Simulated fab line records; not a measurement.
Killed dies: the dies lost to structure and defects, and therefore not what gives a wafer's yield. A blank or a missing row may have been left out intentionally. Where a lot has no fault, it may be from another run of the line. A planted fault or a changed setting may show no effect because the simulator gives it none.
Which tool is to blame? ; flow gf180mcu ; Sampling: 11 lots, 33 wafers, 3 of 602 route steps

WHAT EACH GAUGE READ, for each wafer
GF_STI_THK_MEAS_30. Usual: STI_OXIDATION_02_THK gives 10.06 nm (standard deviation 0.17).
lot;measured;on;STI_OXIDATION_02_THK (nm);flag
L958;day 2 06:58;film-metro-03;9.79 10.02 9.82;
L959;day 2 12:37;film-metro-03;10.28 10.29 10.21;
L960;day 2 16:14;film-metro-03;9.82 9.80 9.92;
L961;day 2 21:43;film-metro-04;9.99 9.86 10.07;
L962;day 3 03:14;film-metro-02;10.19 9.88 10.19;
L963;day 3 09:12;film-metro-04;10.31 10.56 10.50;
L971;day 5 02:52;film-metro-02;12.51 12.59 12.44;OFF
L972;day 5 09:36;film-metro-02;12.60 12.69 12.62;OFF
L974;day 5 17:03;film-metro-03;10.09 10.15 10.19;
L976;day 6 04:04;film-metro-02;10.01 9.97 9.91;
L978;day 6 14:26;film-metro-03;9.91 9.92 9.71;

GF_SAB_OVL_MEAS_10. Usual: SAB_OVL gives -0.8 nm (standard deviation 1.5).
lot;measured;on;SAB_OVL (nm);flag
L958;day 15 08:25;overlay-01;-3.7 -2.4 -2.6;
L959;day 15 13:49;overlay-01;0.5 2.2 1.7;
L960;day 15 18:43;overlay-01;0.4 1.5 0.0;
L961;day 16 00:44;overlay-02;-3.6 -2.9 -0.9;
L962;day 16 12:06;overlay-01;-1.1 -3.8 -0.7;
L963;day 16 21:58;overlay-02;-2.1 -2.6 -0.8;
L971;day 19 22:55;overlay-01;0.0 1.3 1.3;
L972;day 20 08:43;overlay-01;-2.9 -1.4 -3.1;
L974;day 20 19:35;overlay-01;-1.9 -2.5 -1.4;
L976;day 21 11:57;overlay-01;-0.5 -0.5 -1.1;
L978;day 22 08:37;overlay-02;-1.1 0.0 -0.3;

WHICH TOOL RAN EACH LOT (tool, then ch and the chambers of the sampled wafers, then the start)
lot;GF_STI_OXIDATION_29
L958;furnace-01 ch 0, day 2 05:34
L959;furnace-02 ch 0, day 2 11:12
L960;furnace-01 ch 0, day 2 14:50
L961;furnace-02 ch 0, day 2 20:17
L962;furnace-02 ch 0, day 3 01:50
L963;furnace-02 ch 0, day 3 07:48
L971;furnace-01 ch 0, day 5 01:28
L972;furnace-01 ch 0, day 5 08:11
L974;furnace-02 ch 0, day 5 15:39
L976;furnace-02 ch 0, day 6 02:40
L978;furnace-02 ch 0, day 6 13:01
- GF_STI_OXIDATION_29: stabilise 600 s, purge 300 s, target thk 10 nm.

WHAT THE TOOLS THEMSELVES READ (means of the sampled wafers that have a number; where no wafer has one, the mark that the record gives instead)
GF_STI_OXIDATION_29. Usual: spike-tc-centre-C 899.6 C, standard deviation 1.1; spike-tc-lower-C 900.9 C, standard deviation 1.1; spike-tc-top-C 909 C, standard deviation 3.9; spike-tc-upper-C 899.5 C, standard deviation 1; zone-power-bottom-pct 32 %, standard deviation 3.3; zone-power-top-pct 38.3 %, standard deviation 0.4.
lot;tool;spike-tc-centre-C (C);spike-tc-lower-C (C);spike-tc-top-C (C);spike-tc-upper-C (C);zone-power-bottom-pct (%);zone-power-top-pct (%);flag
L958;furnace-01;899.7;900.3;905;899.5;35;38.1;
L959;furnace-02;900.0;900.5;912;898.5;29;38.0;
L960;furnace-01;900.0;901.0;905;898.8;35;38.2;
L961;furnace-02;900.5;901.4;912;899.5;29;38.1;
L962;furnace-02;899.0;900.2;913;898.7;29;38.2;
L963;furnace-02;900.0;900.5;913;899.6;29;38.2;
L971;furnace-01;921.6;923.0;925;920.4;37;40.1;OFF
L972;furnace-01;921.6;922.6;926;921.6;38;40.3;OFF
L974;furnace-02;900.0;899.6;913;898.7;29;38.2;
L976;furnace-02;899.5;900.5;912;899.6;29;38.1;
L978;furnace-02;898.4;901.3;913;900.0;29;38.4;

THE ANSWER, worked out from the rows above alone
Rule: a lot is off if the mean of its wafers that have a number lies more than 3 standard deviations from the usual mean. Also off: a lot with no number at a reading for which 4 or more lots have one. Where the step has rows for the other lots, those lots are counted as sound. First the gauges in route order, then the tools' own readings, where a lot's mean is used as printed above. The first step at which some lot is off is used, and at that step the reading that is off furthest; a lot without a number counts as furthest.
Off: at GF_STI_THK_MEAS_30 (STI_OXIDATION_02_THK), L971, L972.
A tool fits if, at a process step before that reading, it ran every lot that is off, and no sound lot after the first of them. Not tried: the gauges at GF_STI_THK_MEAS_30; whatever is off there is also off at GF_STI_OXIDATION_29, on other tools, and gauge error can't account for it. One fits: furnace-01 at GF_STI_OXIDATION_29. A fault onset in the window from L960 (day 2 14:50, its last sound lot) to L971 (day 5 01:28, its first lot off) fits.
The tool's own readings at GF_STI_OXIDATION_29 bear it out: on the lots that are off they differ by more than 5 times the standard deviation of the sound lots' means. spike-tc-centre-C reads 921.6 C there against 899.7 C on the sound lots; spike-tc-lower-C reads 922.8 C there against 900.6 C on the sound lots; spike-tc-upper-C reads 921.0 C there against 899.2 C on the sound lots; zone-power-top-pct reads 40.2 % there against 38.2 % on the sound lots.

WHAT THE SIMULATOR PUT IN
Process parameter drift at GF_STI_OXIDATION_29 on furnace-01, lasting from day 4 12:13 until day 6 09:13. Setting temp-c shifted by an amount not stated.
Lots struck among those shown: L971, L972. The rule above reached the same finding.
